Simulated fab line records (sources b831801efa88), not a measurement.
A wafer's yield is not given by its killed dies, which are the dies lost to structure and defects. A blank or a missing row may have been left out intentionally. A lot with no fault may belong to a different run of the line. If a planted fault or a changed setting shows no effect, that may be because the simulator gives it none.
Matching of chambers || flow gf180mcu || pecvd-01 running GF_CONTACT_CVD_02: 3 sister chambers
The step deposits SiO2 from TEOS, target thk 860 nm, time 95.992 s. 18 wafers are shown with their chamber, then 9 later ones without.

## WAFERS, EACH WITH ITS CHAMBER
{"wafer": "L076.2", "chamber": 1, "heater_power_w (W)": 767}
{"wafer": "L076.3", "chamber": 0, "heater_power_w (W)": 639}
{"wafer": "L076.4", "chamber": 2, "heater_power_w (W)": 561}
{"wafer": "L081.1", "chamber": 1, "heater_power_w (W)": 669}
{"wafer": "L081.2", "chamber": 0, "heater_power_w (W)": 671}
{"wafer": "L081.3", "chamber": 2, "heater_power_w (W)": 599}
{"wafer": "L081.4", "chamber": 1, "heater_power_w (W)": 709}
{"wafer": "L081.5", "chamber": 0, "heater_power_w (W)": 701}
{"wafer": "L081.6", "chamber": 2, "heater_power_w (W)": 637}
{"wafer": "L082.1", "chamber": 0, "heater_power_w (W)": 580}
{"wafer": "L082.2", "chamber": 2, "heater_power_w (W)": 620}
{"wafer": "L082.3", "chamber": 1, "heater_power_w (W)": 791}
{"wafer": "L082.4", "chamber": 2, "heater_power_w (W)": 511}
{"wafer": "L082.5", "chamber": 0, "heater_power_w (W)": 644}
{"wafer": "L082.6", "chamber": 1, "heater_power_w (W)": 629}
{"wafer": "L087.2", "chamber": 2, "heater_power_w (W)": 619}
{"wafer": "L087.3", "chamber": 0, "heater_power_w (W)": 598}
{"wafer": "L087.5", "chamber": 1, "heater_power_w (W)": 617}

SIGNATURES (averages over the wafers above)
{"reading": "heater_power_w", "chamber 0": 638.83, "chamber 1": 697.00, "chamber 2": 591.17, "scatter within a chamber": 55.9}
Rule: for each reading, subtract the chamber's mean from the wafer's reading, divide by that reading's scatter and square the result; add these up over the readings and take the root, which gives the wafer's distance from the chamber. The wafer belongs to the nearest chamber; if the next one is less than 2 further off, it can't be placed. How the scatter is found: for the shown wafers, subtract from each reading the mean of its chamber, square and add these, divide the total by (wafers less chambers), then take the root.

## WAFERS WITH NO CHAMBER GIVEN
{"wafer": "L092.1", "heater_power_w (W)": 702}
{"wafer": "L092.2", "heater_power_w (W)": 654}
{"wafer": "L092.3", "heater_power_w (W)": 556}
{"wafer": "L092.4", "heater_power_w (W)": 564}
{"wafer": "L092.5", "heater_power_w (W)": 722}
{"wafer": "L092.6", "heater_power_w (W)": 606}
{"wafer": "L097.3", "heater_power_w (W)": 723}
{"wafer": "L097.4", "heater_power_w (W)": 793}
{"wafer": "L097.5", "heater_power_w (W)": 542}

## EACH ONE'S CHAMBER
{"wafer": "L092.1", "from the rows above": "can't be placed: 1 or 0 or 2", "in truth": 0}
{"wafer": "L092.2", "from the rows above": "can't be placed: 0 or 1 or 2", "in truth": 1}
{"wafer": "L092.3", "from the rows above": "can't be placed: 2 or 0 or 1", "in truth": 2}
{"wafer": "L092.4", "from the rows above": "can't be placed: 2 or 0 or 1", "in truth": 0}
{"wafer": "L092.5", "from the rows above": "can't be placed: 1 or 0 or 2", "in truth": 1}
{"wafer": "L092.6", "from the rows above": "can't be placed: 2 or 0 or 1", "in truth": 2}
{"wafer": "L097.3", "from the rows above": "can't be placed: 1 or 0 or 2", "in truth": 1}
{"wafer": "L097.4", "from the rows above": "can't be placed: 1 or 0 or 2", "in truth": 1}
{"wafer": "L097.5", "from the rows above": "can't be placed: 2 or 0 or 1", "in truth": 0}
0 of 9 placed correctly. From these rows, 9 cannot be placed; in 9 the true chamber is one of the candidates. Placed wrongly: 0.
